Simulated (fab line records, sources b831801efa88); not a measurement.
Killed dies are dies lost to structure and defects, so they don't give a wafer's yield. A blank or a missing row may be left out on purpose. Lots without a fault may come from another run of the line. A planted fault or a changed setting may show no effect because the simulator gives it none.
fab line records | flow sky130
record lots=6 wafers=18 last_day=50
route steps=708 shown METAL4@634 VIA4@639 PAD_OPEN@708
lots that met no fault: from a run of the same line without faults
start_h: hours from the record's first day to the start of the lot's first wafer shown | wait_h: hours since the lot's step before | " the same as in the row above | L1.1+2: a row that stands for several wafers | - no value, or no start given | * or withheld: withheld | < > ~ a bound
route shown NAME@n: a module of which the file shows steps, and the number in the route of the first | usual: mean/standard deviation of fault-free wafers | same: alike in all rows | chamber/n: place in a boat | sites: the reading at each site | _std_site: their standard deviation | _edge_site: outer sites' mean less inner sites' | radius_mm: how far each site lies from the wafer's centre | mask NAME#n: copy n | behind: the tool/chamber that last shaped the wafer | hold: why the lot was held/for how many hours/how that ended | device: the transistor (n, p or np) that didn't switch | end of line: the same wafers' tests at the end of the route | a step without rows: its recipe alone | killed: dies lost to structure and defects at the first sort, not the wafer's yield | map: a wafer's dies, x killed, . not, _ none there
set.NAME: the setting as run; set.NAME@STEP: as run at that earlier step | model.NAME: the simulator's own value behind a step, which no gauge read
lots at some steps of the route; a table a step, a row a wafer
services: from which hour (start_h, from the record's first day; less than 0 if before it) a tool's chamber was out of use, for how many hours, and why
## steps
# step SKY_METAL4_METAL_ETCH_18
# recipe target_depth_a=8450 stop_on=SiO2 over_etch_frac=0.3 time_s=183.1 chemistry=Cl2/BCl3 resist_sidewall_deg=88 pressure_mtorr=10 icp_w=900 bias_w=48.5 Cl2_flow_sccm=60 bcl3_flow_sccm=30
# usual bias_w=48.50/0.16 drypump_motor_current_A=5.65/0.29 oes_product_au=0.865/0.0055 throttle_valve_pct=22.264/0.0094
# columns lot.wafer tool chamber start_h wait_h bias_w drypump_motor_current_A oes_product_au rf_hours_counter_h throttle_valve_pct
L647.1 rie_metal-01 1 1004.17 0.0 48.17 5.97 0.864 12 22.267
L647.3 " 1 " " 48.49 5.97 0.864 - 22.259
L647.4 " 0 " " 48.75 5.10 0.869 - 22.255
L648.1 rie_metal-03 0 1015.62 0.0 48.30 5.69 0.863 18 22.266
L648.2 " 1 " " 48.46 5.11 0.864 1 22.270
L648.4 " 0 " " 48.43 5.68 0.865 - 22.270
L653.3 rie_metal-04 1 1052.39 0.1 48.63 5.69 0.861 - 22.260
L653.5 " 0 " " 48.74 5.89 0.866 - 22.272
L653.6 " 1 " " 48.43 5.63 0.869 - 22.258
L655.1 rie_metal-01 1 1058.43 0.0 48.59 5.98 0.863 16 22.273
L655.5 " 1 " " 48.51 5.98 0.873 - 22.289
L655.6 " 0 " " 48.49 5.10 0.874 - 22.273
L660.3 rie_metal-03 1 1086.74 0.1 48.17 5.08 0.866 - 22.256
L660.5 " 1 " " 48.36 5.08 0.871 - 22.265
L660.6 " 0 " " 48.57 5.65 0.864 - 22.266
L666.2 rie_metal-01 0 1124.48 0.0 48.27 5.13 0.861 13 22.276
L666.3 " 0 " " 48.37 5.13 0.867 - 22.262
L666.4 " 1 " " 48.53 5.97 0.857 - 22.248
# step SKY_METAL4_STRIP_19
# recipe chemistry=O2/N2 power_w=1400 pressure_mtorr=1500 platen_temp_c=withheld o2_flow_sccm=3000 n2_flow_sccm=300 overash_fraction=0.5
# usual drypump_motor_current_A=5.73/0.18 n2_flow_sccm=299.9/0.84 oes_product_au=0.501/0.0056 strip_time_to_endpoint_s=6.48/0.072
# columns lot.wafer tool chamber start_h wait_h drypump_motor_current_A n2_flow_sccm oes_product_au rf_hours_counter_h strip_time_to_endpoint_s
L647.1 plasma_asher-01 1 1004.35 0.1 5.61 298.8 0.504 114 6.38
L647.3 " 0 " " 6.10 299.3 0.496 - 6.40
L647.4 " 1 " " 5.62 298.1 0.502 - 6.59
L648.1 plasma_asher-02 1 1015.80 0.1 5.52 300.4 0.500 27 6.60
L648.2 " 0 " " 5.66 298.6 0.501 27 6.51
L648.4 " 1 " " 5.53 300.2 0.505 - 6.64
L653.3 plasma_asher-02 1 1052.54 0.1 5.50 299.9 0.496 - 6.46
L653.5 " 1 " " 5.49 299.4 0.503 - 6.38
L653.6 " 0 " " 5.67 298.8 0.496 - 6.47
L655.1 plasma_asher-02 1 1058.61 0.1 5.51 299.8 0.490 31 6.43
L655.5 " 1 " " 5.51 300.3 0.498 - 6.44
L655.6 " 0 " " 5.61 299.4 0.505 - 6.58
L660.3 plasma_asher-01 0 1086.89 0.1 6.08 299.5 0.499 - 6.42
L660.5 " 1 " " 5.57 299.4 0.504 - 6.43
L660.6 " 0 " " 6.11 300.6 0.501 - 6.42
L666.2 plasma_asher-04 1 1124.66 0.1 5.75 301.0 0.496 70 6.55
L666.3 " 1 " " 5.76 301.7 0.503 - 6.57
L666.4 " 0 " " 5.80 300.3 0.490 - 6.42
# step SKY_METAL4_STRIP_20
# recipe chemistry=post_etch_residue_remover time_s=1200 temp_c=72.5
# step SKY_METAL4_CLEAN_21
# recipe chemistry=IPA time_s=180 temp_c=25
# step SKY_METAL4_CLEAN_22
# recipe chemistry=O3/DIW dry=n2_spin
# step SKY_VIA4_HDPCVD_00
# recipe material=SiO2 target_thk_nm=1750 sigma_open_frac=0.3 time_s=287.7 temp_c=400 sih4_flow_sccm=60 pressure_mtorr=6
# step SKY_VIA4_THK_MEAS_01
# recipe reads=SiO2_of_VIA4_HDPCVD_00
# usual VIA4_HDPCVD_THK=1731/19
# columns lot.wafer tool chamber start_h wait_h VIA4_HDPCVD_THK[nm]
L647.1 film_metro-04 - 1005.25 0.2 1730
L647.3 " - " " 1746
L647.4 " - " " 1755
L648.1 film_metro-01 - 1016.66 0.2 1713
L648.2 " - " " 1744
L648.4 " - " " 1705
L653.3 film_metro-02 - 1053.38 0.1 1743
L653.5 " - " " 1732
L653.6 " - " " 1734
L655.1 film_metro-02 - 1059.56 0.2 1734
L655.5 " - " " 1745
L655.6 " - " " 1736
L660.3 film_metro-02 - 1087.65 0.1 1729
L660.5 " - " " 1722
L660.6 " - " " 1721
L666.2 film_metro-01 - 1125.45 0.1 1714
L666.3 " - " " 1717
L666.4 " - " " 1719
# step SKY_VIA4_CMP_02
# recipe material=SiO2 down_force_psi=4 platen_rpm=60 pad_velocity_m_s=0.94248
# usual motor_current_A=12.1/1
# columns lot.wafer tool chamber start_h wait_h motor_current_A
L647.4 cmp-01 1 1005.31 0.0 12.5
L647.1 " 3 " " 12.7
L647.3 " 0 " " 11.7
L648.4 cmp-01 3 1016.77 0.1 12.5
L648.2 " 0 " " 11.3
L648.1 " 1 " " 12.6
L653.3 cmp-01 0 1053.52 0.1 10.5
L653.5 " 2 " " 10.4
L653.6 " 3 " " 12.6
L655.1 cmp-01 1 1059.67 0.1 11.9
L655.5 " 0 " " 11.0
L655.6 " 1 " " 11.5
L660.3 cmp-02 3 1087.74 0.1 12.3
L660.5 " 2 " " 12.3
L660.6 " 3 " " 12.0
L666.4 cmp-01 2 1125.50 0.0 10.0
L666.2 " 3 " " 12.6
L666.3 " 0 " " 11.0
# step SKY_VIA4_BOW_MEAS_03
# recipe mode=bow
# usual VIA4_BOW=79/8.5
# columns lot.wafer tool chamber start_h wait_h VIA4_BOW[um]
L647.1 film_metro-04 - 1005.61 0.1 72
L647.3 " - " " 72
L647.4 " - " " 82
L648.1 film_metro-02 - 1017.02 0.1 74
L648.2 " - " " 86
L648.4 " - " " 82
L653.3 film_metro-02 - 1053.76 0.2 73
L653.5 " - " " 68
L653.6 " - " " 59
L655.1 film_metro-04 - 1059.92 0.2 90
L655.5 " - " " 89
L655.6 " - " " 88
L660.3 film_metro-04 - 1088.03 0.2 92
L660.5 " - " " 93
L660.6 " - " " 94
L666.2 film_metro-04 - 1125.82 0.2 74
L666.3 " - " " 77
L666.4 " - " " 86
# step SKY_VIA4_DEHYDRATE_04
# recipe temp_c=200 time_s=60
# step SKY_VIA4_HMDS_05
# recipe prime_time_s=60 prime_temp_c=120
# step SKY_VIA4_COAT_06
# recipe resist=NOVOLAK spin_rpm=3000 resist_thk_nm=1140
# step SKY_VIA4_SOFTBAKE_07
# recipe temp_c=90 time_s=60 resist=NOVOLAK
# usual run_length_s=89.13/0.19
# columns lot.wafer tool chamber start_h wait_h run_length_s
L647.1 litho_track-01 0 1016.56 0.1 88.95
L647.3 " 0 " " 89.01
L647.4 " 0 " " 89.19
L648.1 litho_track-02 0 1028.62 0.1 89.23
L648.2 " 0 " " 89.27
L648.4 " 0 " " 89.30
L653.3 litho_track-01 0 1064.06 0.1 108.08
L653.5 " 0 " " 107.83
L653.6 " 0 " " 107.94
L655.1 litho_track-01 0 1070.86 0.1 107.81
L655.5 " 0 " " 107.79
L655.6 " 0 " " 107.84
L660.3 litho_track-02 0 1098.78 0.1 89.24
L660.5 " 0 " " 89.26
L660.6 " 0 " " 89.40
L666.2 litho_track-02 0 1135.40 0.1 89.29
L666.3 " 0 " " 89.24
L666.4 " 0 " " 89.20
# step SKY_VIA4_EXPOSE_08
# recipe mask_id=VIM4 na=0.6 source_shape=conventional sigma_outer=0.6 polarization=unpolarized target_cd_nm=800 dose_mj=132
# step SKY_VIA4_PEB_09
# recipe temp_c=withheld time_s=* resist=NOVOLAK
# step SKY_VIA4_DEVELOP_10
# recipe resist=NOVOLAK developer=TMAH develop_time_s=60 dev_temp_c=23
# step SKY_VIA4_OVL_MEAS_11
# usual VIA4_OVL=1.1/1.3
# columns lot.wafer tool chamber start_h wait_h VIA4_OVL[nm]
L647.1 overlay-01 - 1028.20 0.1 2.5
L647.3 " - " " 2.1
L647.4 " - " " 2.1
L648.1 overlay-01 - 1039.40 0.1 -0.4
L648.2 " - " " 0.7
L648.4 " - " " -1.4
L653.3 overlay-02 - 1075.33 0.1 0.5
L653.5 " - " " 1.3
L653.6 " - " " 1.2
L655.1 overlay-01 - 1080.70 0.1 1.5
L655.5 " - " " 1.2
L655.6 " - " " 0.8
L660.3 overlay-02 - 1108.31 0.1 3.7
L660.5 " - " " 2.5
L660.6 " - " " 3.7
L666.2 overlay-01 - 1144.47 0.1 -0.3
L666.3 " - " " 1.4
L666.4 " - " " 0.2
# step SKY_VIA4_ETCH_12
# recipe target=SiO2 chemistry=C4F8/O2/Ar stop_on=TiN mask_material=NOVOLAK source_w=1500 bias_w=1200 pressure_mtorr=40 c4f8_flow_sccm=withheld O2_flow_sccm=6 Ar_flow_sccm=300 time_s=withheld target_depth_a=5800
# usual bias_w=1200/3.7 oes_product_au=0.927/0.0043
# columns lot.wafer tool chamber start_h wait_h bias_w oes_product_au model.NOVOLAK_of_VIA4_COAT_06.thk_nm
L647.1 rie_diel-02 2 1028.23 0.0 1203 0.922 1010
L647.3 " 1 " " 1203 0.922 1007
L647.4 " 3 " " 1196 0.932 1009
L648.1 rie_diel-01 2 1039.43 0.0 1204 0.928 1002
L648.2 " 0 " " 1201 0.924 1001
L648.4 " 1 " " 1204 0.928 997.4
L653.3 rie_diel-02 1 1075.35 0.0 1207 0.926 1005
L653.5 " 2 " " 1201 0.922 1007
L653.6 " 3 " " 1205 0.934 1009
L655.1 rie_diel-01 2 1080.73 0.0 1197 0.922 1005
L655.5 " 0 " " 1204 0.927 1005
L655.6 " 3 " " 1196 0.934 1011
L660.3 rie_diel-01 0 1108.33 0.0 1193 0.931 1006
L660.5 " 3 " " 1202 0.923 1005
L660.6 " 0 " " 1195 0.926 1006
L666.2 rie_diel-02 3 1144.50 0.0 1200 0.927 1001
L666.3 " 2 " " 1199 0.924 1002
L666.4 " 0 " " 1199 0.925 1003
# step SKY_VIA4_STRIP_13
# recipe chemistry=O2/N2 power_w=1400 pressure_mtorr=1500 platen_temp_c=withheld o2_flow_sccm=3000 n2_flow_sccm=300 overash_fraction=0.5
# usual drypump_motor_current_A=5.64/0.29 n2_flow_sccm=300.1/0.96 oes_product_au=0.710/0.0046 strip_time_to_endpoint_s=12.80/0.03
# columns lot.wafer tool chamber start_h wait_h drypump_motor_current_A n2_flow_sccm oes_product_au rf_hours_counter_h strip_time_to_endpoint_s
L647.1 plasma_asher-01 1 1028.30 - 5.61 298.2 0.708 117 12.78
L647.3 " 1 " " 5.61 299.1 0.707 - 12.83
L647.4 " 0 " " 6.10 298.4 0.712 - 12.77
L648.1 plasma_asher-04 0 1039.51 - 5.80 300.6 0.703 62 12.77
L648.2 " 1 " " 5.79 300.5 0.714 62 12.74
L648.4 " 1 " " 5.81 299.6 0.704 - 12.71
L653.3 plasma_asher-03 1 1075.46 - 5.09 298.7 0.714 - 12.79
L653.5 " 0 " " 5.45 299.8 0.717 - 12.81
L653.6 " 1 " " 5.13 299.2 0.702 - 12.76
L655.1 plasma_asher-03 1 1080.81 - 5.13 300.6 0.714 96 12.79
L655.5 " 0 " " 5.46 301.1 0.714 - 12.77
L655.6 " 1 " " 5.13 300.5 0.711 - 12.80
L660.3 plasma_asher-01 0 1108.44 - 6.07 299.7 0.712 - 12.83
L660.5 " 1 " " 5.61 301.4 0.714 - 12.80
L660.6 " 0 " " 6.09 300.1 0.711 - 12.81
L666.2 plasma_asher-01 0 1144.57 - 6.10 300.8 0.702 7 12.76
L666.3 " 1 " " 5.62 300.3 0.709 - 12.76
L666.4 " 0 " " 6.09 300.5 0.711 - 12.76
# step SKY_PAD_OPEN_PROBE_99
# usual defect_limited_yield=82.6/2 killed_at_M0_to_M3=43/7.6 killed_at_M4_up=2.9/1.9 killed_at_contacts=24/5 killed_at_front_end=15/4.3 killed_at_other=0.3/0.54 killed_dies=85/10 killed_open=47/7 killed_short=38/6.4 sort_bin_3_pad_short=0.8/0.4 sort_bin_5_function=10.3/1.6 sort_bin_6_memory=6.2/1.1 sort_n_pass=407/10 sort_yield_pct=82.6/2
# same gross_dies=492 killed_at_back_side=0 sort_bin_4_leakage[%]=0 sort_bin_8_speed[%]=0
# columns lot.wafer tool chamber start_h wait_h defect_limited_yield[%] killed_at_M0_to_M3 killed_at_M4_up killed_at_contacts killed_at_front_end killed_at_other killed_dies killed_open killed_short sort_bin_3_pad_short[%] sort_bin_5_function[%] sort_bin_6_memory[%] sort_n_pass sort_yield_pct[%]
L647.1 prober-01 - 1098.47 0.1 83.3 32 6 32 12 0 82 50 32 0.8 9.8 6.1 410 83.3
L647.3 prober-01 - 1098.57 0.2 82.7 40 1 32 11 1 85 49 36 0.6 11.0 5.7 407 82.7
L647.4 prober-01 - 1098.62 0.2 81.9 42 8 29 10 0 89 42 47 1.4 10.0 6.7 403 81.9
L648.1 prober-02 - 1107.06 0.1 84.1 37 3 23 15 0 78 46 32 0.2 9.8 5.9 414 84.1
L648.2 prober-02 - 1107.11 0.1 84.3 39 3 24 11 0 77 47 30 1.0 9.8 4.9 415 84.3
L648.4 prober-02 - 1107.21 0.2 80.9 41 8 29 16 0 94 48 46 0.8 14.2 4.1 398 80.9
L653.3 prober-02 - 1140.16 0.2 86.0 36 0 17 16 0 69 33 36 0.4 9.6 4.1 423 86.0
L653.5 prober-02 - 1140.26 0.2 80.7 47 2 21 24 1 95 45 50 0.6 12.6 6.1 397 80.7
L653.6 prober-02 - 1140.31 0.2 81.7 56 1 12 21 0 90 49 41 0.4 10.6 7.3 402 81.7
L655.1 prober-01 - 1146.48 0.1 78.0 61 7 29 11 0 108 60 48 1.4 13.0 7.5 384 78.0
L655.5 prober-01 - 1146.68 0.2 79.7 57 3 25 14 1 100 54 46 1.4 12.4 6.5 392 79.7
L655.6 prober-01 - 1146.73 0.2 78.7 49 5 31 20 0 105 61 44 0.4 12.2 8.7 387 78.7
L660.3 prober-02 - 1170.37 0.2 82.7 41 2 26 16 0 85 56 29 0.2 11.6 5.5 407 82.7
L660.5 prober-02 - 1170.47 0.2 82.5 47 4 13 22 0 86 37 49 0.6 9.3 7.5 406 82.5
L660.6 prober-02 - 1170.52 0.2 85.4 38 4 19 11 0 72 43 29 1.2 9.6 3.9 420 85.4
L666.2 prober-02 - 1199.43 0.1 82.3 43 6 15 23 0 87 44 43 0.2 10.0 7.5 405 82.3
L666.3 prober-02 - 1199.48 0.2 80.9 48 5 23 18 0 94 52 42 0.8 11.6 6.7 398 80.9
L666.4 prober-02 - 1199.53 0.2 82.3 51 2 17 17 0 87 42 45 0.4 11.2 6.1 405 82.3
# killed by level:class
L647.1 CONTACT:geometric_particle:open=12 VIA3:geometric_particle:open=8 LI_CONTACT:geometric_particle:open=8 VIA2:geometric_particle:open=8 VIA1:geometric_particle:open=6 POLY_GATE:geometric_particle:short=4 LI_CONTACT:geometric_particle:short=4 CONTACT:geometric_particle:short=4
L647.3 CONTACT:geometric_particle:open=13 VIA1:geometric_particle:open=9 LI_CONTACT:geometric_particle:open=6 METAL1:geometric_particle:short=5 CONTACT:geometric_particle:short=5 METAL1:geometric_particle:open=4 LI_CONTACT:geometric_particle:short=4 LOCAL_INTERCONNECT:geometric_particle:short=4
L647.4 VIA1:geometric_particle:open=9 CONTACT:geometric_particle:open=9 LI_CONTACT:geometric_particle:open=8 METAL4:geometric_particle:short=6 LOCAL_INTERCONNECT:geometric_particle:short=6 METAL3:geometric_particle:short=6 VIA3:geometric_particle:open=5 LI_CONTACT:geometric_particle:short=4
L648.1 CONTACT:geometric_particle:open=11 VIA2:geometric_particle:open=7 METAL1:geometric_particle:short=5 VIA1:geometric_particle:short=5 VIA1:geometric_particle:open=5 LI_CONTACT:geometric_particle:open=4 METAL2:geometric_particle:short=4 FIELD_ISO:geometric_particle:open=3
L648.2 LI_CONTACT:geometric_particle:open=8 VIA3:geometric_particle:open=8 CONTACT:geometric_particle:open=6 METAL1:geometric_particle:short=6 VIA1:geometric_particle:open=6 VIA2:geometric_particle:open=6 LOCAL_INTERCONNECT:geometric_particle:open=4 FIELD_ISO:geometric_particle:short=3
L648.4 VIA1:geometric_particle:open=10 LI_CONTACT:geometric_particle:open=8 CONTACT:geometric_particle:open=8 CONTACT:geometric_particle:short=7 FIELD_ISO:geometric_particle:open=6 METAL4:geometric_particle:short=6 VIA3:geometric_particle:short=5 VIA3:geometric_particle:open=5
L653.3 VIA1:geometric_particle:open=9 METAL1:geometric_particle:short=8 LI_CONTACT:geometric_particle:open=7 VIA2:geometric_particle:short=5 VIA1:geometric_particle:short=5 LOCAL_INTERCONNECT:geometric_particle:short=4 FIELD_ISO:geometric_particle:short=3 CONTACT:geometric_particle:open=3
L653.5 VIA1:geometric_particle:open=11 LI_CONTACT:geometric_particle:open=9 FIELD_ISO:geometric_particle:short=7 POLY_GATE:geometric_particle:short=7 METAL2:geometric_particle:short=7 METAL1:geometric_particle:short=6 VIA2:geometric_particle:short=5 VIA3:geometric_particle:open=5
L653.6 VIA1:geometric_particle:open=11 METAL1:geometric_particle:short=7 VIA3:geometric_particle:open=7 FIELD_ISO:geometric_particle:open=6 FIELD_ISO:geometric_particle:short=6 VIA2:geometric_particle:open=6 VIA1:geometric_particle:short=6 METAL2:geometric_particle:open=5
L655.1 VIA1:geometric_particle:open=11 LI_CONTACT:geometric_particle:open=9 VIA2:geometric_particle:open=9 VIA3:geometric_particle:open=8 CONTACT:geometric_particle:short=7 CONTACT:geometric_particle:open=7 VIA1:geometric_particle:short=7 METAL2:geometric_particle:short=6
L655.5 VIA1:geometric_particle:open=15 METAL2:geometric_particle:short=10 CONTACT:geometric_particle:open=8 VIA3:geometric_particle:open=8 LI_CONTACT:geometric_particle:open=6 LOCAL_INTERCONNECT:geometric_particle:short=6 VIA2:geometric_particle:open=6 METAL1:geometric_particle:short=5
L655.6 VIA1:geometric_particle:open=16 LI_CONTACT:geometric_particle:open=9 POLY_GATE:geometric_particle:open=7 CONTACT:geometric_particle:short=7 VIA2:geometric_particle:open=7 VIA3:geometric_particle:open=7 POLY_GATE:geometric_particle:short=5 LOCAL_INTERCONNECT:geometric_particle:short=5
L660.3 LI_CONTACT:geometric_particle:open=11 CONTACT:geometric_particle:open=10 VIA3:geometric_particle:open=9 VIA1:geometric_particle:open=9 POLY_GATE:geometric_particle:open=7 VIA2:geometric_particle:open=6 METAL2:geometric_particle:short=6 VIA1:geometric_particle:short=4
L660.5 VIA1:geometric_particle:open=12 VIA1:geometric_particle:short=8 POLY_GATE:geometric_particle:short=7 VIA3:geometric_particle:open=7 FIELD_ISO:geometric_particle:short=5 LI_CONTACT:geometric_particle:short=5 SPACER:geometric_particle:open=4 VIA2:geometric_particle:short=4
L660.6 VIA1:geometric_particle:open=14 LI_CONTACT:geometric_particle:open=9 VIA1:geometric_particle:short=5 LI_CONTACT:geometric_particle:short=4 VIA2:geometric_particle:open=4 CONTACT:geometric_particle:open=4 FIELD_ISO:geometric_particle:short=3 FIELD_ISO:geometric_particle:open=3
L666.2 FIELD_ISO:geometric_particle:open=9 FIELD_ISO:geometric_particle:short=9 VIA1:geometric_particle:open=7 VIA1:geometric_particle:short=6 VIA3:geometric_particle:open=6 LOCAL_INTERCONNECT:geometric_particle:short=5 METAL1:geometric_particle:short=5 CONTACT:geometric_particle:open=5
L666.3 VIA1:geometric_particle:open=11 CONTACT:geometric_particle:open=9 FIELD_ISO:geometric_particle:open=8 VIA3:geometric_particle:open=8 FIELD_ISO:geometric_particle:short=6 VIA2:geometric_particle:open=6 VIA1:geometric_particle:short=6 LOCAL_INTERCONNECT:geometric_particle:short=5
L666.4 FIELD_ISO:geometric_particle:short=10 VIA3:geometric_particle:open=9 METAL2:geometric_particle:short=8 VIA1:geometric_particle:short=7 VIA1:geometric_particle:open=7 VIA2:geometric_particle:open=6 CONTACT:geometric_particle:open=6 LI_CONTACT:geometric_particle:open=3
## services
# columns tool chamber start_h hours kind
cmp-02 - 989.76 1.4 repair
rie_metal-03 - 999.56 14.6 pm
plasma_asher-01 - 1005.52 0.3 repair
cmp-01 - 1018.23 2.7 repair
rie_diel-02 3 1020.12 2.8 repair
rie_metal-03 0 1028.23 - clean
cmp-01 - 1034.64 5.1 repair
plasma_asher-01 - 1055.25 9.0 pm
plasma_asher-01 0 1055.25 9.0 vent_cycle
plasma_asher-01 1 1055.25 9.0 vent_cycle
rie_diel-01 3 1056.44 7.9 repair
plasma_asher-01 - 1061.47 0.3 repair
plasma_asher-01 - 1064.25 4.3 pm
plasma_asher-01 0 1064.25 - clean
plasma_asher-01 1 1064.25 - clean
cmp-02 - 1067.27 4.4 repair
cmp-02 - 1073.64 2.6 repair
cmp-02 - 1077.25 0.7 repair
cmp-01 - 1078.41 4.4 repair
cmp-02 - 1080.84 4.0 pm
rie_metal-04 0 1087.19 2.7 repair
plasma_asher-03 - 1089.18 0.5 repair
cmp-01 - 1130.51 1.9 repair
cmp-02 - 1141.95 1.3 repair
## key
first_sign step=SKY_VIA4_SOFTBAKE_07 reading=run_length_s direction=up sigmas=96 usual=* struck=*
effect none on later readings
model_effect step=SKY_VIA4_ETCH_12 value=NOVOLAK_of_VIA4_COAT_06.thk_nm without=1012 struck=1007
met_at SKY_VIA4_SOFTBAKE_07
struck_wafers L653.3,L653.5,L653.6,L655.1,L655.5,L655.6
onset_between 1016.56 1064.06
fault kind=process_parameter_drift tool=litho_track-01 chamber=- onset_h=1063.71 steps=SKY_VIA4_SOFTBAKE_07 channel=time_s offset=* shape=step end_h=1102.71 acts_in=* stated=*
